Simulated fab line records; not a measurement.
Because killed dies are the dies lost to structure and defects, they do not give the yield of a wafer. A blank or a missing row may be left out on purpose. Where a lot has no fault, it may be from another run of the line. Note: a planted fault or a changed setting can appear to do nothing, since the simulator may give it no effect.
What tool caused it?	flow sky130	30 wafers from 10 lots sampled at 4 of the route's 708 steps

WHAT THE GAUGES READ, wafer by wafer
SKY_CAP2M_THK_MEAS_04: measures by xrf. Usual: CAP2M_TIN_THK 198 nm, standard deviation 3.8.
lot	measured	on	CAP2M_TIN_THK (nm)	flag
L889	day 40 12:04	film metro-04	196 196 195	
L891	day 41 03:40	film metro-01	199 209 210	
L901	day 44 16:50	film metro-03	194 197 201	
L904	day 44 21:51	film metro-01	199 201 199	
L903	day 45 00:22	film metro-03	191 196 195	
L906	day 45 04:00	film metro-04	196 206 194	
L905	day 45 08:46	film metro-03	194 198 198	
L907	day 45 11:32	film metro-04	196 197 204	
L908	day 45 18:57	film metro-04	195 195 197	
L911	day 46 13:56	film metro-03	198 195 200	

SKY_VIA4_BOW_MEAS_03. Usual: VIA4_BOW 79 um, standard deviation 8.6.
lot	measured	on	VIA4_BOW (um)	flag
L889	day 42 13:49	film metro-01	55 77 75	
L891	day 43 05:28	film metro-01	84 84 102	
L901	day 46 14:24	film metro-01	140 129 134	OFF
L904	day 46 21:15	film metro-03	129 128 124	OFF
L903	day 46 23:29	film metro-03	108 129 118	OFF
L906	day 47 01:52	film metro-01	78 66 73	
L905	day 47 06:28	film metro-03	74 74 72	
L907	day 47 07:25	film metro-03	84 83 89	
L908	day 47 15:54	film metro-02	74 81 88	
L911	day 48 08:00	film metro-01	65 66 80	

WHAT TOOL EACH LOT RAN ON (gives the tool, then ch and the chambers of the sampled wafers, and finally the start)
lot	SKY_METAL4_METAL_ETCH_18	SKY_VIA4_CMP_02
L889	rie metal-01 ch 0,1, day 42 12:27	cmp-02 ch 0,1, day 42 13:28
L891	rie metal-04 ch 0,1, day 43 04:03	cmp-02 ch 0,2,3, day 43 05:09
L901	rie metal-01 ch 0,1, day 46 12:36	cmp-02 ch 0,2,3, day 46 14:02
L904	rie metal-01 ch 0,1, day 46 19:13	cmp-02 ch 0,2, day 46 21:00
L903	rie metal-03 ch 0,1, day 46 21:48	cmp-02 ch 0,1,2, day 46 23:13
L906	rie metal-03 ch 0,1, day 47 00:12	cmp-01 ch 1,2,3, day 47 01:37
L905	rie metal-03 ch 0,1, day 47 05:10	cmp-02 ch 0,1,2, day 47 06:10
L907	rie metal-04 ch 0,1, day 47 06:07	cmp-02 ch 0,1, day 47 07:07
L908	rie metal-04 ch 1, day 47 14:07	cmp-02 ch 1,3, day 47 15:35
L911	rie metal-03 ch 0,1, day 48 06:38	cmp-02 ch 0,1, day 48 07:42
- SKY_METAL4_METAL_ETCH_18: etches the open film in Cl2/BCl3, stops on SiO2, target depth 845 nm, time 183.1 s.
- SKY_VIA4_CMP_02: polishes SiO2.

AS READ BY THE TOOLS THEMSELVES (means over the sampled wafers that have a number; for cases with no such wafer, the mark the record gives instead)
SKY_METAL4_METAL_ETCH_18. Usual: drypump motor current A 5.7 A, standard deviation 0.45; oes product au 0.865 a.u., standard deviation 0.0073; throttle valve pct 22.265 %, standard deviation 0.0086.
lot	tool	drypump motor current A (A)	oes product au (a.u.)	throttle valve pct (%)	flag
L889	rie metal-01	5.8	0.866	22.269	
L891	rie metal-04	5.6	0.855	22.274	
L901	rie metal-01	5.8	0.863	22.274	
L904	rie metal-01	5.6	0.867	22.265	
L903	rie metal-03	5.8	0.874	22.270	
L906	rie metal-03	5.8	0.870	22.254	
L905	rie metal-03	5.8	0.863	22.261	
L907	rie metal-04	5.6	0.858	22.265	
L908	rie metal-04	6.1	0.864	22.268	
L911	rie metal-03	6.0	0.863	22.261	

SKY_VIA4_CMP_02. Usual: edge zone pressure frac 1.000, standard deviation 0.0049; head pressure psi 3.999 psi, standard deviation 0.0083; motor current A 12.2 A, standard deviation 1.5; platen rpm 59.99 rpm, standard deviation 0.04.
lot	tool	edge zone pressure frac	head pressure psi (psi)	motor current A (A)	platen rpm (rpm)	flag
L889	cmp-02	0.998	4.002	11.5	59.99	
L891	cmp-02	1.003	3.996	11.3	59.96	
L901	cmp-02	-	-	-	-	OFF
L904	cmp-02	-	-	-	-	OFF
L903	cmp-02	-	-	-	-	OFF
L906	cmp-01	1.000	3.994	12.9	59.99	
L905	cmp-02	0.996	3.997	12.5	60.02	
L907	cmp-02	1.000	3.996	12.3	60.01	
L908	cmp-02	1.001	3.996	10.8	60.01	
L911	cmp-02	1.007	3.998	11.6	59.98	

THE ANSWER, worked out from the rows above alone
Rule: a lot counts as off when the mean over its wafers that have a number is more than 3 standard deviations away from the usual mean. A lot without any number at a reading at which 4 lots or more have one is off too. Where the step has rows for the other lots, those lots are counted as sound. After the gauges, taken in route order, come the tools' own readings; for these a lot's mean is taken, as printed above. The first step at which some lot is off is used, and at that step the reading that is off furthest; a lot without a number counts as furthest.
Off: at SKY_VIA4_BOW_MEAS_03 (VIA4_BOW), L901, L904, L903.
If a tool, at a process step before that reading, ran all the lots that are off and no sound lot after the first of them, it fits. The gauges at SKY_VIA4_BOW_MEAS_03 aren't tried: what is off there is off at SKY_VIA4_CMP_02 too, on other tools, and a gauge's error can't cause that. None of those tried fits.

WHAT HAD BEEN PUT IN BY THE SIMULATOR
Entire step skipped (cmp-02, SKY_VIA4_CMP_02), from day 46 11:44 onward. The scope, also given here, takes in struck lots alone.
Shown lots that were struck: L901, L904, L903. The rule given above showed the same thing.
